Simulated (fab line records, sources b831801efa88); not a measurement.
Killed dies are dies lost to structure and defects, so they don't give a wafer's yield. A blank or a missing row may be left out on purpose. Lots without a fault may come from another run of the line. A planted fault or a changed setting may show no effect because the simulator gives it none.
Chamber matching | flow sky130 | SKY_VIA2_CMP_02 on cmp-01: 4 sister chambers
The step polishes SiO2. 4 wafers are shown with their chamber, then 8 later ones without.

WAFERS WITH THEIR CHAMBER
wafer  | chamber | motor_current_A (A)
L747.1 | 2       | 11.5
L748.1 | 3       | 15.1
L748.3 | 1       | 11.6
L750.4 | 0       | 13.1

WAFERS WITHOUT THEIR CHAMBER
wafer  | motor_current_A (A)
L750.5 | 14.7
L750.6 | 12.8
L751.1 | 15.6
L751.2 | 11.8
L751.3 | 12.5
L752.3 | 11.5
L752.5 | 11.6
L752.6 | 11.7

WHICH CHAMBER EACH WENT THROUGH
wafer  | from the rows above          | in truth
L750.5 | 3                            | 3
L750.6 | 0                            | 0
L751.1 | 3                            | 3
L751.2 | can't be placed: 1 or 2      | 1
L751.3 | can't be placed: 0 or 1 or 2 | 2
L752.3 | can't be placed: 2 or 1      | 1
L752.5 | can't be placed: 1 or 2      | 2
L752.6 | can't be placed: 1 or 2      | 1
Placed correctly: 3 of 8. Can't be placed from these rows: 5 (the true chamber is among the candidates in 5). Placed wrongly: 0.
How it was worked out, from the rows above alone: a wafer's distance from a chamber is the root of the sum, over the readings, of the square of ((its reading less the chamber's mean) divided by the reading's scatter). The wafer belongs to the nearest chamber; if the next one is less than 2 further off, it can't be placed. A chamber's mean is the mean of its shown wafers. The scatter: with one shown wafer a chamber, the root of the mean of the squares of how far each hidden wafer lies from its nearest shown one.
